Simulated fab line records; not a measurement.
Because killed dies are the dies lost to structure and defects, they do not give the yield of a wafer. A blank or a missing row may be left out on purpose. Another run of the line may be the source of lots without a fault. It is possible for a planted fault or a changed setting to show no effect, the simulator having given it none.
Struck lot and sound lot, side by side + flow sfq line + 18 steps out of a route of 325
Sound: these wafers, L358.1, L358.2, L358.5. Struck: wafer L369.5. (L369.3 of the same lot was not struck and is left out.) The cause comes at the end.
Each step with rows lists, per side, the tool, then ch with its chambers, then its first start. Under that, the readings that differ: sound wafers + struck wafers + difference of the means + sigmas: that difference in standard deviations of wafers without a fault.
alike: readings whose means differ by less than 2 such deviations, and words and numbers that are the same on both sides. not compared: withheld readings, readings that some wafer has no value for, bounds like >300 that may hide the same value, and numbers for which the record gives no deviation and whose values overlap.
Wherever a step has rows on one side only, a row that says differs or no value, or a row with sigmas, the two part there. When numbers do not overlap yet have no deviation, they are printed without sigmas and do not part them. Lack of a reading on every wafer of one side parts them only where that side has two or more wafers.

SFQ_I1_OVL_MEAS_913:
  sound on overlay-01 at day 30 05:02; struck on overlay-01 at day 33 10:04
  alike: I1_OVL
SFQ_TRILAYER_I1_VIA_BARC_OPEN_VIA_ETCH_071: etches BARC in O2, target depth 125 nm, time 41.7 s.
  sound on rie diel-03 ch 0,1, day 30 05:04; struck on rie diel-04 ch 1, day 33 10:05
  alike: drypump motor current A, oes product au
  not compared: rf hours counter h
SFQ_TRILAYER_I1_VIA_ETCH_VIA_ETCH_052: etches SiO2 in CHF3, stops on Nb, target depth 260 nm.
  sound on rie diel-03 ch 0,1, day 30 05:07; struck on rie diel-04 ch 1, day 33 10:07
  alike: drypump motor current A, oes product au
SFQ_TRILAYER_I1_VIA_STRIP_STRIP_053: strips in O2.
  sound on rie metal-02 ch 0,1, day 30 05:13; struck on rie metal-01 ch 0, day 33 10:26
  alike: drypump motor current A, oes product au, platen temp c
  not compared: rf hours counter h
then, 2 steps without rows for these wafers: SFQ_TRILAYER_I1_VIA_STRIP_SOLV_CLEAN_054 (cleans in NMP, time 600 s); SFQ_TRILAYER_M2_DEP_PRE_CLEAN_056 (time 22.5 s).
SFQ_TRILAYER_M2_DEP_SPUTTER_055: material Nb, target thk 200 nm, time 133.3 s.
  sound on pvd sputter-04 at day 30 06:02; struck on pvd sputter-04 at day 33 11:02
| reading               | sound                     | struck   | difference | sigmas |
|-----------------------|---------------------------|----------|------------|--------|
| base pressure pa (Pa) | 1.21e-06 1.17e-06 1.3e-06 | 1.56e-06 | +3.33e-07  | +3     |
  alike: throttle valve pct
SFQ_M2_RS_MEAS_914: a four-point-probe measurement.
  sound on film metro-01 at day 30 06:07; struck on film metro-03 at day 33 11:10
  alike: M2_NB_RS
then, 3 steps without rows for these wafers: SFQ_TRILAYER_M2_LITHO_COAT_062 (resist thk 62 nm); SFQ_TRILAYER_M2_LITHO_COAT_057 (resist thk 600 nm); SFQ_TRILAYER_M2_LITHO_SOFTBAKE_061.
-- the record jumps here: 6 days lie between the struck wafers' starts before and after --
SFQ_TRILAYER_M2_LITHO_EXPOSE_058: exposes mask M2, target cd 500 nm.
  sound on krf scanner-02 ch 0, day 36 08:21; struck on krf scanner-01 ch 0, day 39 19:15
  alike: mask
then, 2 steps without rows for these wafers: SFQ_TRILAYER_M2_LITHO_PEB_060 (peb time 60 s); SFQ_TRILAYER_M2_LITHO_DEVELOP_059 (time 60 s).
SFQ_M2_OVL_MEAS_916:
  sound on overlay-02 at day 36 09:51; struck on overlay-02 at day 39 20:22
  alike: M2_OVL
SFQ_TRILAYER_M2_BARC_OPEN_METAL_ETCH_077: etches BARC in O2, target depth 125 nm, time 41.7 s.
  sound on rie metal-03 ch 0,1, day 36 09:53; struck on rie metal-04 ch 1, day 39 20:25
| reading             | sound             | struck | difference | sigmas |
|---------------------|-------------------|--------|------------|--------|
| model.M2.cd nm (nm) | 498.7 496.4 497.3 | 491.9  | -5.6       |        |
  alike: drypump motor current A, oes product au
  not compared: rf hours counter h
SFQ_TRILAYER_M2_ETCH_METAL_ETCH_060: etches Nb in Cl2/Ar, stops on SiO2, target depth 240 nm, time 120 s.
  sound on rie metal-03 ch 0,1, day 36 09:57; struck on rie metal-04 ch 1, day 39 20:29
| reading               | sound             | struck | difference | sigmas |
|-----------------------|-------------------|--------|------------|--------|
| oes product au (a.u.) | 0.902 0.888 0.895 | 0.911  | +0.016     | +2     |
| model.M2.cd nm (nm)   | 498.9 496.1 499   | 492.8  | -5.2       |        |
  alike: drypump motor current A
  not compared: rf hours counter h
SFQ_TRILAYER_M2_STRIP_STRIP_061: strips in O2.
  sound on rie metal-03 ch 0,1, day 36 10:04; struck on rie metal-04 ch 1, day 39 20:46
  alike: drypump motor current A, oes product au, platen temp c
  not compared: rf hours counter h

## WHERE THEY PART
Last at SFQ_TRILAYER_M2_ETCH_METAL_ETCH_060 as far as this record goes, first at SFQ_TRILAYER_M2_DEP_SPUTTER_055. Later steps at which nothing parts them and some readings are alike: SFQ_TRILAYER_M2_STRIP_STRIP_061.

WHY: what the simulator had put in
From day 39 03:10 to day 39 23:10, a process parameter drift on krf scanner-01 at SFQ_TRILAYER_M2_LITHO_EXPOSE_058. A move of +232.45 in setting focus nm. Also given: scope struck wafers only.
